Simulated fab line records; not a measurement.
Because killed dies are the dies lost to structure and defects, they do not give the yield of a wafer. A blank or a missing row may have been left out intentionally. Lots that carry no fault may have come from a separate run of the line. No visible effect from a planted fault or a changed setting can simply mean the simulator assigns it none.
Which tool is to blame?	flow sky130	13 lots with 39 wafers sampled at 2 steps, on a route of 708 steps

## WHAT THE GAUGES SHOWED, per wafer
SKY_CAP2M_THK_MEAS_04: measures by xrf.
lot	measured	on	CAP2M_TIN_THK (nm)
L215	day 39 16:02	film metro-04	201.9 200.5 200.4
L216	day 39 16:22	film metro-04	204.0 204.4 203.5
L218	day 40 11:45	film metro-01	199.9 200.5 201.0
L219	day 40 13:59	film metro-01	201.6 202.8 200.5
L220	day 41 12:10	film metro-02	201.3 203.0 202.5
L221	day 41 17:59	film metro-01	195.5 196.9 198.7
L223	day 42 08:45	film metro-04	203.4 201.7 200.4
L225	day 43 01:54	film metro-04	198.2 198.6 196.8
L228	day 43 13:29	film metro-02	203.1 203.0 203.9
L230	day 44 06:03	film metro-02	203.2 204.8 204.3
L231	day 44 12:29	film metro-02	202.1 202.2 203.2
L237	day 45 16:53	film metro-04	200.7 200.5 201.1
L238	day 46 05:35	film metro-02	203.0 202.6 204.7

## EACH LOT AND THE TOOL THAT RAN IT (in order: tool; ch and the chambers of the sampled wafers; start)
lot	SKY_VT_ADJUST_HVTR_STRIP_10
L215	plasma asher-04 ch 1, day 9 09:38
L216	plasma asher-04 ch 0,1, day 9 13:15
L218	plasma asher-03 ch 0,1, day 10 04:59
L219	plasma asher-03 ch 0,1, day 10 10:50
L220	plasma asher-04 ch 0,1, day 11 04:23
L221	plasma asher-01 ch 0, day 11 13:05
L223	plasma asher-03 ch 0,1, day 12 00:41
L225	plasma asher-01 ch 1, day 12 22:05
L228	plasma asher-04 ch 0,1, day 13 12:10
L230	plasma asher-04 ch 0, day 14 04:59
L231	plasma asher-03 ch 0,1, day 14 09:44
L237	plasma asher-03 ch 0,1, day 16 03:14
L238	plasma asher-03 ch 0,1, day 16 13:20
- SKY_VT_ADJUST_HVTR_STRIP_10: strips in O2/N2.

## AS READ BY THE TOOLS THEMSELVES (means over the sampled wafers that have a number; for cases with no such wafer, the mark the record gives instead)
SKY_VT_ADJUST_HVTR_STRIP_10.
lot	tool	drypump motor current A (A)	oes product au (a.u.)	strip time to endpoint s (s)
L215	plasma asher-04	6.0	0.722	14.18
L216	plasma asher-04	5.7	0.717	14.19
L218	plasma asher-03	6.2	0.714	14.12
L219	plasma asher-03	6.1	0.716	14.23
L220	plasma asher-04	5.9	0.717	14.20
L221	plasma asher-01	5.4	0.715	14.21
L223	plasma asher-03	6.3	0.713	14.20
L225	plasma asher-01	6.6	0.715	14.25
L228	plasma asher-04	5.9	0.717	14.17
L230	plasma asher-04	5.6	0.718	14.10
L231	plasma asher-03	6.2	0.714	14.17
L237	plasma asher-03	6.1	0.715	14.14
L238	plasma asher-03	6.2	0.718	14.17

## THE ANSWER, worked out from the rows above alone
Rule: what is usual is taken from the lots themselves. The widest of any qualifying gaps counts: lots, ordered by their means at a reading, are off when they make up no more than a third of the lots, leave a main group of 4 or more, and stand apart from it by 3 or more times the standard deviation of that group's means. Not used: any main group whose means are identical at the precision the tables above print for the reading. A lot without any number at a reading at which 4 lots or more have one is off too. All remaining lots with rows at the step are treated as sound. Order of review: gauges by route order, followed by the tools' own readings, for which a lot's mean as printed above is used. The first step at which some lot is off is used, and at that step the reading that is off furthest; a lot without a number counts as furthest.
None of the lots is off at any reading shown; this tells nothing.

## WHAT THE SIMULATOR HAD PUT IN
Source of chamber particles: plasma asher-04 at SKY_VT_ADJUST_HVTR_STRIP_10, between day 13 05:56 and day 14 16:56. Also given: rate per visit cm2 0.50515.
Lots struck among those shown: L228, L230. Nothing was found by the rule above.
